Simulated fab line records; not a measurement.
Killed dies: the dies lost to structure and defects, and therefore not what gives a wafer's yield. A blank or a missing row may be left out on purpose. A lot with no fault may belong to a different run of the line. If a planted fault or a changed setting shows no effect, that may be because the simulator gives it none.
Problem report in the 8D (eight disciplines) form, filled by code + flow gf180mcu + the parts of the form that need people (team, actions taken, sign-off) are left out

1. THE ISSUE
Wafers without a fault read 279.8 nm, standard deviation 0.99; cd nm at GF_M5_CD_MEAS_07 reads a mean of 196.2 nm on 2 wafers belonging to 2 lots. That is -84 standard deviations from the usual mean.
The step: target cd 280 nm.
First seen on wafer L971.1, day 31 15:53, on cd sem-01. The record holds 40 wafers of 14 lots with a number at this step. Rule for "out" (also "out of limits"): further than 4 standard deviations from the usual mean. The other wafers with a number count as sound.

2. WHAT IT IS AND WHAT IT IS NOT
| question                    | is                | is not                                                                 |
|-----------------------------|-------------------|------------------------------------------------------------------------|
| which readings at this step | cd nm             | -                                                                      |
| which lots                  | L971, L974        | L953, L956, L957, L960, L961, L964, L965, L966, L967, L968, L969, L970 |
| which wafers of those lots  | L971.1, L974.6    | L971.3, L974.3                                                         |
| read on which gauges        | cd sem-01         | cd sem-02                                                              |
| when                        | from day 31 15:53 | up to then (37 sound wafers); but 1 sound wafer of L974 came after     |

3. THE SUSPECTS, EACH WITH WHAT RULES IT OUT
Counting: if a tool at a process step up to the reading ran every lot that is out, it stays a suspect. Sound lots after the first of them don't rule it out here, since some wafers of a struck lot are sound.
- the gauge at GF_M5_CD_MEAS_07: kept. All the wafers that are out were read on cd sem-01, and no step on other tools shows them out.
- rie diel-01 at GF_V3_ETCH_16 (etches BARC in N2/H2): kept. Ran every lot that is out, first one L971 (day 28 09:11); last sound lot up to then L970 (day 27 21:47).
- pvd sputter-04 at GF_MIM_SPUTTER_01 (material TiN, target thk 30 nm, time 25 s): kept. Ran every lot that is out, first one L971 (day 30 04:23); last sound lot up to then L969 (day 29 10:14).
- krf scanner-01 at GF_M5_EXPOSE_04 (exposes mask Metal5, target cd 280 nm): kept. Ran every lot that is out, first one L971 (day 31 07:14); last sound lot up to then L970 (day 30 21:07).
Left after counting: rie diel-01 at GF_V3_ETCH_16, pvd sputter-04 at GF_MIM_SPUTTER_01, krf scanner-01 at GF_M5_EXPOSE_04, cd sem-01 at GF_M5_CD_MEAS_07.

4. THE CAUSE (what the simulator had put in)
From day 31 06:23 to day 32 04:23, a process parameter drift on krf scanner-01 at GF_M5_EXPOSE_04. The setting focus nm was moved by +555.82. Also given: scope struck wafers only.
After counting, 4 suspects remain, this tool included.

5. THE EFFECT CHAIN, in route order
Each row: a reading whose mean over the struck wafers that have a number lies more than 3 standard deviations from the usual. Readings are gone through only where the record gives a usual standard deviation; hours: the median, over the lots, of the time from a lot's start at the first step in this table giving one to that lot's start at this step; sigmas: the change measured in usual standard deviations.
| hours | step             | reading | usual    | on struck wafers | change | sigmas |
|-------|------------------|---------|----------|------------------|--------|--------|
| 0     | GF_M5_CD_MEAS_07 | cd nm   | 279.8 nm | 196.2            | -83.6  | -84    |

6. WHAT WOULD HAVE CAUGHT IT SOONER
Counted from the fault's start at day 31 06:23, it took 10 hours until the first out-of-limits reading at a measuring or inspecting step in this record, taken at day 31 15:53.
Of the lots that are out (2), L974 began GF_M5_EXPOSE_04 on krf scanner-01 after day 31 15:53. It would have been spared by a hold on the tool at that moment.
